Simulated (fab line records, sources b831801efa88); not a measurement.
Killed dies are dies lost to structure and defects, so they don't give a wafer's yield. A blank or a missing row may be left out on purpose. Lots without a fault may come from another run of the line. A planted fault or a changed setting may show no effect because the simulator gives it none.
Chamber matching | flow gf180mcu | GF_STI_CMP_25 on cmp-01: 4 sister chambers
The step polishes, stops on Si3N4, t overpolish 33 s, target thk 524.6 nm. 8 wafers are shown with their chamber, then 7 later ones without.

WAFERS WITH THEIR CHAMBER
wafer  | chamber | motor_current_A (A) | time_to_endpoint_s (s)
L975.4 | 1       | 10.9                | 126
L976.6 | 2       | 12.1                | 118
L980.1 | 1       | 10.8                | 125
L981.3 | 0       | 13.0                | 125
L981.5 | 0       | 12.5                | 122
L984.5 | 3       | 11.5                | 116
L984.6 | 2       | 12.3                | 112
L986.1 | 3       | 12.0                | 116

WAFERS WITHOUT THEIR CHAMBER
wafer  | motor_current_A (A) | time_to_endpoint_s (s)
L986.2 | 11.4                | 121
L986.3 | 13.0                | 114
L987.1 | 10.6                | 123
L987.3 | 11.5                | 134
L987.5 | 13.7                | 117
L988.5 | 12.3                | 116
L988.6 | 10.6                | 138

WHICH CHAMBER EACH WENT THROUGH
wafer  | from the rows above          | in truth
L986.2 | can't be placed: 3 or 1 or 2 | 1
L986.3 | can't be placed: 2 or 0 or 3 | 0
L987.1 | 1                            | 1
L987.3 | 1                            | 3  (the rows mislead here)
L987.5 | can't be placed: 0 or 2      | 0
L988.5 | can't be placed: 2 or 3      | 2
L988.6 | 1                            | 1
Placed correctly: 2 of 7. Can't be placed from these rows: 4 (the true chamber is among the candidates in 4). Placed wrongly: 1.
How it was worked out, from the rows above alone: a wafer's distance from a chamber is the root of the sum, over the readings, of the square of ((its reading less the chamber's mean) divided by the reading's scatter). The wafer belongs to the nearest chamber; if the next one is less than 2 further off, it can't be placed. A chamber's mean is the mean of its shown wafers. The scatter: the root of (the sum of the squares of (reading less its chamber's mean) over the shown wafers, divided by (wafers less chambers)).
